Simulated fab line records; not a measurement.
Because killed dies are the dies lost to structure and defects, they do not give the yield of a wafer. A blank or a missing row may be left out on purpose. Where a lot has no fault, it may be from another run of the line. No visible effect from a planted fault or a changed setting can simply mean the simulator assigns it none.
Comparing a struck lot with a sound one	flow sky130	15 steps out of a route of 708
Sound: these wafers, L438.3, L438.4, L438.6. The struck wafers were L451.2, L451.3, L451.6. The cause is given at the end.
At each step with rows: each side's tool, then ch and its chambers, then its first start. Under that, the readings that differ: sound wafers	struck wafers	difference of the means	sigmas: that difference in standard deviations of wafers without a fault.
alike: readings with means less than 2 such deviations apart, plus words and numbers identical on both sides. not compared: withheld readings, readings lacking a value on some wafer, bounds such as >300 that could conceal the same value, and numbers that have no deviation in the record and whose values overlap.
Wherever a step has rows on one side only, a row that says differs or no value, or a row with sigmas, the two part there. Numbers that have no deviation but don't overlap get no sigmas and don't part them. Lack of a reading on every wafer of one side parts them only where that side has two or more wafers.

SKY_VIA1_CMP_24: polishes, stops on SiO2, t overpolish 15 s, target thk 0 nm.
  sound on cmp-01 ch 1,2,3, day 36 01:12; struck on cmp-01 ch 0,2,3, day 40 00:58
  alike: motorCurrentA, overpolishRunS, timeToEndpointS
SKY_METAL2_SPUTTER_00: material Ti, target thk 15 nm, time 10 s.
  sound on pvdSputter-02, day 36 01:24; struck on pvdSputter-03, day 40 01:10
  alike: throttleValvePct
SKY_METAL2_SPUTTER_01: material TiN, target thk 20 nm, time 16.7 s.
  sound on pvdSputter-02, day 36 01:25; struck on pvdSputter-03, day 40 01:11
  alike: throttleValvePct
then, 1 step without rows for these wafers: SKY_METAL2_SPUTTER_02 (material AlCu, target thk 250 nm, time 13.3 s).
SKY_METAL2_SPUTTER_03: material Ti, target thk 5 nm, time 3.3 s.
  sound on pvdSputter-02, day 36 01:28; struck on pvdSputter-03, day 40 01:14
  alike: throttleValvePct
SKY_METAL2_SPUTTER_04: material TiN, target thk 70 nm, time 58.3 s.
  sound on pvdSputter-02, day 36 01:29; struck on pvdSputter-03, day 40 01:16
  alike: throttleValvePct
SKY_METAL2_RS_MEAS_05: measurement is done with a four-point probe.
  sound on filmMetro-03, day 36 01:35; struck on filmMetro-04, day 40 01:20
  alike: METAL2_ALCU_RS
SKY_METAL2_THK_MEAS_06: measures by xrf.
  sound on filmMetro-03, day 36 01:41; struck on filmMetro-04, day 40 01:26
  alike: METAL2_ALCU_THK
then, 4 steps without rows for these wafers: SKY_METAL2_DEHYDRATE_07 (time 60 s); SKY_METAL2_HMDS_08 (prime time 60 s); SKY_METAL2_COAT_09 (resist thk 60 nm); SKY_METAL2_COAT_10 (resist thk 450 nm).
SKY_METAL2_SOFTBAKE_11: time 90 s.
  sound on lithoTrack-01 ch 0, day 36 14:00; struck on lithoTrack-01 ch 0, day 40 13:00
reading	sound	struck	difference	sigmas
heaterPowerTotalW (W)	57.30 57.39 57.26	59.36 59.38 59.16	+1.98	+17
runLengthS (s)	119.24 119.39 119.26	111.06 110.89 110.65	-8.43	-42
then, 1 step without rows for these wafers: SKY_METAL2_EXPOSE_12 (exposes mask MM2, target cd 140 nm).
SKY_PAD_OPEN_PROBE_99:
  sound wafers here have rows in the record (prober-01, day 47 10:56); struck ones have none

== WHERE THEY PART ==
Earliest at SKY_METAL2_SOFTBAKE_11; latest, in this record, at SKY_PAD_OPEN_PROBE_99.

WHY: the cause the simulator had injected
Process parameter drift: lithoTrack-01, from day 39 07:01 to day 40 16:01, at SKY_METAL2_SOFTBAKE_11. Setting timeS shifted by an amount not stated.
